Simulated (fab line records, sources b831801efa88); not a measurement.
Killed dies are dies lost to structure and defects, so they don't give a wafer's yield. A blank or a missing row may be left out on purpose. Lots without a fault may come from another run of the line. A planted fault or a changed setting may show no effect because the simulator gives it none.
One fault seen from 2 desks | flow gf180mcu | each desk has only its own numbers; what lay behind them comes last

THE TOOL OWNER'S DESK: rie_diel-04
The tool's own readings at GF_SAB_ETCH_11 (etches SiO2 in C4F8/O2/Ar, target depth 55 nm, time 8.5 s): means of the sampled wafers that have a number, for each lot that ran on this tool. A lot is out of limits, marked OUT, if its mean lies more than 4 standard deviations from the usual mean; the brackets give that distance.
Columns: A = oes_product_au at GF_SAB_ETCH_11, usual 1.003 a.u.
lot  | first seen here | A
L604 | day 16 10:43    | 1.006
L612 | day 19 12:01    | 0.993
L614 | day 20 01:02    | 1.002
L616 | day 20 15:08    | 0.996
This desk's finding: nothing out of limits on any of the 4 lots.

THE METROLOGY DESK
What the gauges read, lot by lot, whatever tool the lot ran on: means of the sampled wafers that have a number. A lot is out of limits, marked OUT, if its mean lies more than 4 standard deviations from the usual mean; the brackets give that distance.
Columns: A = PSD_RS at GF_PSD_RS_MEAS_15, usual 108.45 ohm/sq; B = SAB_CVD_00_THK at GF_SAB_THK_MEAS_01, usual 49.7 nm; C = cd_nm at GF_SAB_CD_MEAS_09, usual 419.8 nm; D = SAB_OVL at GF_SAB_OVL_MEAS_10, usual 0.0 nm
lot  | first seen here | A      | B    | C     | D
L604 | day 15 11:59    | 108.56 | 50.6 | 422.0 | 1.2
L606 | day 16 04:50    | 107.99 | 48.8 | 418.3 | -0.1
L612 | day 18 11:22    | 108.51 | 49.1 | 419.5 | 0.3
L614 | day 19 01:11    | 108.41 | 49.3 | 419.7 | 0.2
L616 | day 19 15:29    | 108.56 | 49.7 | 422.4 | -1.5
L620 | day 20 22:50    | 108.47 | 49.8 | 422.4 | -0.4
L623 | day 22 00:50    | 108.44 | 50.3 | 417.2 | 1.2
This desk's finding: nothing out of limits on any of the 7 lots.

PUT TOGETHER
The tool owner's desk saw nothing out of limits.
The metrology desk saw nothing out of limits.

WHAT THE SIMULATOR HAD PUT IN
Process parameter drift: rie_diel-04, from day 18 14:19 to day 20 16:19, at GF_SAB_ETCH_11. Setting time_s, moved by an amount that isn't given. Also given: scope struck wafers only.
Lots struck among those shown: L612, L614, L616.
